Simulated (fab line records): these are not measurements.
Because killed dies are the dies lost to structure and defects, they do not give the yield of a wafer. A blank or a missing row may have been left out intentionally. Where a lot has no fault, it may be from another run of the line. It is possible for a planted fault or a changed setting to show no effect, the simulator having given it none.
Which tool is to blame?	flow gf180mcu	13 lots, 39 wafers sampled, at 4 steps of a route of 602

WHAT THE GAUGES SHOWED, per wafer
GF_PSD_TW_MEAS_11.
lot	measured	on	PSD_TW
L854	day 14 08:22	film-metro-04	3161 3157 3165
L855	day 14 15:21	film-metro-04	3160 3144 3157
L856	day 15 01:32	film-metro-01	3148 3148 3149
L857	day 15 06:34	film-metro-01	3148 3133 3139
L858	day 15 19:12	film-metro-04	3187 3169 3162
L862	day 17 01:13	film-metro-04	3182 3174 3190
L863	day 17 12:19	film-metro-04	3174 3166 3168
L864	day 17 20:03	film-metro-04	3175 3158 3161
L865	day 18 10:11	film-metro-02	3217 3209 3218
L868	day 19 13:21	film-metro-02	3198 3206 3192
L875	day 21 17:50	film-metro-02	3213 3207 3198
L876	day 21 19:20	film-metro-01	3129 3153 3125
L877	day 22 06:26	film-metro-02	3196 3184 3193

GF_SAB_CD_MEAS_09: target cd 420 nm.
lot	measured	on	cd-nm (nm)
L854	day 15 05:52	cd-sem-01	417.8 415.6 415.7
L855	day 15 12:34	cd-sem-02	420.7 417.0 420.5
L856	day 15 23:34	cd-sem-02	421.9 424.0 422.6
L857	day 16 04:33	cd-sem-01	423.7 422.3 422.6
L858	day 16 17:23	cd-sem-02	416.4 416.5 417.4
L862	day 18 00:50	cd-sem-02	419.5 418.7 418.2
L863	day 18 12:01	cd-sem-01	415.3 417.3 416.4
L864	day 18 20:08	cd-sem-02	416.9 417.8 419.3
L865	day 19 10:35	cd-sem-02	447.2 446.8 445.9
L868	day 20 13:59	cd-sem-02	420.1 421.1 419.3
L875	day 22 17:34	cd-sem-02	415.4 417.8 415.9
L876	day 22 19:04	cd-sem-01	421.3 421.5 420.5
L877	day 23 06:17	cd-sem-02	418.6 418.5 420.4

WHICH TOOL RAN EACH LOT (tool, then ch and the chambers of the sampled wafers, then the start)
lot	GF_SAB_CVD_00	GF_SAB_EXPOSE_06
L854	pecvd-02 ch 0,2, day 14 08:47	iline-stepper-01 ch 0, day 14 19:35
L855	pecvd-02 ch 0,2, day 14 15:46	iline-stepper-02 ch 0, day 15 02:09
L856	pecvd-02 ch 1,2, day 15 01:58	iline-stepper-01 ch 0, day 15 12:49
L857	pecvd-04 ch 0,1, day 15 06:59	iline-stepper-02 ch 0, day 15 18:16
L858	pecvd-01 ch 0,2, day 15 19:37	iline-stepper-01 ch 0, day 16 06:41
L862	pecvd-01 ch 0,1, day 17 01:39	iline-stepper-01 ch 0, day 17 13:08
L863	pecvd-02 ch 0,1,2, day 17 12:44	iline-stepper-01 ch 0, day 18 00:33
L864	pecvd-02 ch 0,2, day 17 20:29	iline-stepper-01 ch 0, day 18 08:40
L865	pecvd-04 ch 0,2, day 18 10:37	iline-stepper-02 ch 0, day 18 22:16
L868	pecvd-04 ch 0,2, day 19 13:47	iline-stepper-02 ch 0, day 20 01:54
L875	pecvd-04 ch 0,2, day 21 18:16	iline-stepper-01 ch 0, day 22 06:17
L876	pecvd-02 ch 0,1,2, day 21 19:46	iline-stepper-01 ch 0, day 22 07:38
L877	pecvd-04 ch 0,2, day 22 06:53	iline-stepper-02 ch 0, day 22 18:39
- GF_SAB_CVD_00: deposits SiO2 from TEOS, target thk 50 nm, time 4.9302 s.
- GF_SAB_EXPOSE_06: exposes mask SAB, target cd 420 nm.

AS READ BY THE TOOLS THEMSELVES (means over the sampled wafers that have a number; for cases with no such wafer, the mark the record gives instead)
GF_SAB_CVD_00.
lot	tool	heater-power-w (W)
L854	pecvd-02	659
L855	pecvd-02	644
L856	pecvd-02	637
L857	pecvd-04	601
L858	pecvd-01	634
L862	pecvd-01	717
L863	pecvd-02	616
L864	pecvd-02	578
L865	pecvd-04	613
L868	pecvd-04	625
L875	pecvd-04	611
L876	pecvd-02	671
L877	pecvd-04	617

GF_SAB_EXPOSE_06.
lot	tool	exposure-dose-mJ-cm2
L854	iline-stepper-01	141.2
L855	iline-stepper-02	139.9
L856	iline-stepper-01	141.2
L857	iline-stepper-02	140.0
L858	iline-stepper-01	141.0
L862	iline-stepper-01	141.1
L863	iline-stepper-01	141.2
L864	iline-stepper-01	141.1
L865	iline-stepper-02	140.1
L868	iline-stepper-02	140.1
L875	iline-stepper-01	140.9
L876	iline-stepper-01	141.0
L877	iline-stepper-02	140.1

THE ANSWER, worked out from the rows above alone
Rule: usual is defined by the lots themselves. The widest of any qualifying gaps counts: lots, ordered by their means at a reading, are off when they make up no more than a third of the lots, leave a main group of 4 or more, and stand apart from it by 3 or more times the standard deviation of that group's means. A main group is skipped when, at the precision printed for the reading in the tables above, its means are all equal. A lot without any number at a reading at which 4 lots or more have one is off too. Where the step has rows for the other lots, those lots are counted as sound. First the gauges in route order, then the tools' own readings, where a lot's mean is used as printed above. At the first step where some lot is off, the reading lying furthest off is the one used; lots without a number count as furthest.
Off at GF_SAB_CD_MEAS_09 (cd-nm): L865. Mean 419.0 nm and standard deviation 2.3 in the main group.
A tool fits if, at a process step before that reading, it ran every lot that is off, and no sound lot after the first of them. Those tools and the gauges at GF_SAB_CD_MEAS_09 are tried in the same way. None of those tried fits.

WHAT HAD BEEN PUT IN BY THE SIMULATOR
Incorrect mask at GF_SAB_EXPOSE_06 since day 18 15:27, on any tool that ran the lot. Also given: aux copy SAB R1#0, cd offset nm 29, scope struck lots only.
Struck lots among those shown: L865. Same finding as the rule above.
